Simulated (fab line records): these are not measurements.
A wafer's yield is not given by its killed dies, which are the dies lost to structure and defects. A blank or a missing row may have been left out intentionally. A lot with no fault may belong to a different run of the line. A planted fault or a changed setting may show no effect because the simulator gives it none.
Problem report in the 8D (eight disciplines) form, filled by code -- flow sky130 -- the parts of the form that need people (team, actions taken, sign-off) are left out

1. THE PROBLEM
Wafers free of any fault read 1432 (standard deviation 23) for LDD_HVN_TW at SKY_LDD_HVN_TW_MEAS_10, against a mean of 1197 on 6 wafers of 2 lots. Relative to the usual mean, that is a shift of -10 standard deviations.
Earliest sighting: wafer L999.1 on film-metro-04 at day 27 08:37. The record has a number at this step for 36 wafers belonging to 12 lots. The rule behind "out" and "out of limits": a value lying over 4 standard deviations away from the usual mean. The rest of the wafers with a number are treated as sound.

2. WHAT IT IS, AND WHAT IT ISN'T
question,is,is not
which readings at this step,LDD_HVN_TW,-
which lots,"L100, L999","L105, L983, L984, L986, L988, L989, L990, L991, L994, L998"
which wafers of those lots,all that have a number,-
read on which gauges,film-metro-04,"film-metro-01, film-metro-02"
when,from day 27 08:37,up to then (27 sound wafers); but 3 sound wafers of L105 came after

3. WHAT RULES OUT EACH SUSPECT
Counting: a tool stays on the suspect list if, at a process step up to the reading, it processed all lots that are out and no sound lot following the first of them.
- ruled out: the gauge at SKY_LDD_HVN_TW_MEAS_10. All the wafers that are out were read on film-metro-04, but those of them that SKY_LDD_HVN_IMPLANT_08 has rows for are out there too, on other tools.
- rie-si-02 at SKY_POLY_GATE_ETCH_17 (etches poly-Si in HBr/Cl2, stops on SiO2, target depth 180 nm, time 70.5 s): ruled out as a lasting fault. Following L999 (day 23 14:50), the first lot on it that is out, the sound lots L105 were run on it.
- implanter-01 at SKY_LDD_HVN_IMPLANT_08: kept. It ran every lot that is out, first L999 (day 27 08:22), and no sound lot after that; its last sound lot up to then is L998 (day 25 13:44). Its own dose-ions-cm2, faraday-current-uA readings are out on those wafers.
Left after counting: implanter-01 at SKY_LDD_HVN_IMPLANT_08.

4. THE CAUSE (what the simulator had put in)
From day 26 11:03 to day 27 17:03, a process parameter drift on implanter-01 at SKY_LDD_HVN_IMPLANT_08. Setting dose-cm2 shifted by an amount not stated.
The count eliminated every tool but this one.

5. SEQUENCE OF EFFECTS, ordered by route
Each row: a reading whose mean over the struck wafers that have a number lies more than 3 standard deviations from the usual. Only readings whose record carries a usual standard deviation are examined. hours: median over the lots of the time between each lot's start at the first step of this table that gives one and its start at this step. sigmas: the change, counted in usual standard deviations.
hours,step,reading,usual,on struck wafers,change,sigmas
0,SKY_LDD_HVN_IMPLANT_08,dose-ions-cm2,3.0004e+13,1.8084e+13,-1.1920e+13,-99 or more
0,SKY_LDD_HVN_IMPLANT_08,faraday-current-uA,169,102,-68,-21
0,SKY_LDD_HVN_TW_MEAS_10,LDD_HVN_TW,1432,1197,-235,-10
Here are the process steps it includes:
- SKY_LDD_HVN_IMPLANT_08

6. HOW IT WOULD HAVE BEEN CAUGHT EARLIER
In this record the first reading out of limits at a measuring or inspecting step was taken at day 27 08:37, 22 hours after the fault began at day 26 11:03.
The tool's own readings at SKY_LDD_HVN_IMPLANT_08 were out on every struck wafer that the step has a row for (dose-ions-cm2, faraday-current-uA): an alarm limit on them would have fired on the first of those.
Of the lots that are out (2), L100 began SKY_LDD_HVN_IMPLANT_08 on implanter-01 after day 27 08:37. Putting the tool on hold at that point would have spared it.
